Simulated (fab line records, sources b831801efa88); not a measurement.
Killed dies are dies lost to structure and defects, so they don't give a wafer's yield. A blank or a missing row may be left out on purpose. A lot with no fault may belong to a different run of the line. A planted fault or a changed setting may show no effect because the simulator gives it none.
Matching of chambers	flow gf180mcu	3 sister chambers for GF_V1_CVD_02 on pecvd-02
The step deposits SiO2 from TEOS, target thk 850 nm, time 94.851 s. 6 wafers are shown with their chamber, then 12 later ones without.

WAFERS PAIRED WITH THEIR CHAMBERS
wafer	chamber	heater_power_w (W)
L086.1	1	641
L086.5	1	684
L088.3	0	807
L091.1	2	646
L091.2	0	736
L091.6	2	706

WAFERS WITH NO CHAMBER GIVEN
wafer	heater_power_w (W)
L092.1	719
L092.2	581
L092.6	563
L093.1	667
L093.3	713
L093.5	573
L094.1	791
L094.4	690
L094.6	647
L095.1	592
L095.4	731
L095.6	655

CHAMBER TAKEN BY EACH
wafer	from the rows above	in truth
L092.1	can't be placed: 2 or 0 or 1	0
L092.2	can't be placed: 1 or 2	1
L092.6	can't be placed: 1 or 2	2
L093.1	can't be placed: 1 or 2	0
L093.3	can't be placed: 2 or 1 or 0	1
L093.5	can't be placed: 1 or 2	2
L094.1	0	0
L094.4	can't be placed: 2 or 1 or 0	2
L094.6	can't be placed: 1 or 2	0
L095.1	can't be placed: 1 or 2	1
L095.4	can't be placed: 0 or 2 or 1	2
L095.6	can't be placed: 1 or 2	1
Correct placement for 1 of the 12. Not placeable from these rows: 11 (in 9, the candidates include the true chamber). Wrongly placed: 0.
How it was worked out, from the rows above alone: a wafer's distance from a chamber is the root of the sum, over the readings, of the square of ((its reading less the chamber's mean) divided by the reading's scatter). The wafer belongs to the nearest chamber; if the next one is less than 2 further off, it can't be placed. The mean given for a chamber averages the wafers shown for that chamber. The scatter: take each reading less its chamber's mean, square it, sum over the shown wafers, divide by the number of wafers less the number of chambers, and take the root.
